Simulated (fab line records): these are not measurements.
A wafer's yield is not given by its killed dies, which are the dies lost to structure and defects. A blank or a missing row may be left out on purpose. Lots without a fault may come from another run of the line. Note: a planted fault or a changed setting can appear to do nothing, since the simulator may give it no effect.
Struck lot and sound lot, side by side / flow sky130 / 14 out of 708 route steps
Sound: the wafers L982.2, L982.3, L982.5. Wafers struck: L998.1, L998.2, L998.6. The cause is given at the end.
At each step with rows: each side's tool, then ch and its chambers, then its first start. Under that, the readings that differ: sound wafers / struck wafers / difference of the means / sigmas: that difference in standard deviations of wafers without a fault.
alike: readings whose means differ by less than 2 such deviations, and words and numbers that are the same on both sides. not compared: withheld readings, readings that some wafer has no value for, bounds like >300 that may hide the same value, and numbers for which the record gives no deviation and whose values overlap.
Wherever a step has rows on one side only, a row that says differs or no value, or a row with sigmas, the two part there. Non-overlapping numbers with no deviation appear without sigmas and do not part them. Lack of a reading on every wafer of one side parts them only where that side has two or more wafers.

first, 4 steps without rows for these wafers: SKY_VT_ADJUST_PCH_SOFTBAKE_03; SKY_VT_ADJUST_PCH_EXPOSE_04 (exposes mask NWM, target cd 840 nm); SKY_VT_ADJUST_PCH_PEB_05; SKY_VT_ADJUST_PCH_DEVELOP_06 (develop time 60 s).
SKY_VT_ADJUST_PCH_OVL_MEAS_07:
  sound on overlay-01 at day 11 22:05; struck on overlay-01 at day 17 03:47
  alike: VT_ADJUST_PCH_OVL
following that, these wafers have no rows for 1 step: SKY_VT_ADJUST_PCH_IMPLANT_08.
SKY_VT_ADJUST_PCH_STRIP_09: strips in O2/N2.
  sound on plasma-asher-02 ch 0,1, day 11 22:16; struck on plasma-asher-02 ch 0,1, day 17 03:58
  alike: drypump-motor-current-A, oes-product-au, strip-time-to-endpoint-s
  not compared: rf-hours-counter-h
SKY_VT_ADJUST_PCH_TW_MEAS_10:
  sound on film-metro-04 at day 11 22:23; struck on film-metro-04 at day 17 04:04
reading=VT_ADJUST_PCH_TW; sound=143.0 142.1 142.5; struck=140.5 140.9 140.3; difference=-2.0; sigmas=-2
then, 4 steps without rows for these wafers: SKY_SONOS_TUNNEL_DEHYDRATE_00 (time 60 s); SKY_SONOS_TUNNEL_HMDS_01 (prime time 60 s); SKY_SONOS_TUNNEL_COAT_02 (resist thk 1140 nm); SKY_SONOS_TUNNEL_SOFTBAKE_03 (time 60 s).
SKY_SONOS_TUNNEL_EXPOSE_04: exposes mask TUNM, target cd 410 nm.
  sound on iline-stepper-02 ch 0, day 12 10:36; struck on iline-stepper-01, day 17 19:16
  no value came back on the struck wafers for exposure-dose-mJ-cm2, focus-offset-nm (nm), na; on the sound wafers exposure-dose-mJ-cm2 reads 136.9 136.8 136.9
  alike: mask
following that, these wafers have no rows for 1 step: SKY_SONOS_TUNNEL_PEB_05.

## WHERE THEY PART
Last at SKY_SONOS_TUNNEL_EXPOSE_04 as far as this record goes, first at SKY_VT_ADJUST_PCH_TW_MEAS_10.

WHY: whatever the simulator had introduced
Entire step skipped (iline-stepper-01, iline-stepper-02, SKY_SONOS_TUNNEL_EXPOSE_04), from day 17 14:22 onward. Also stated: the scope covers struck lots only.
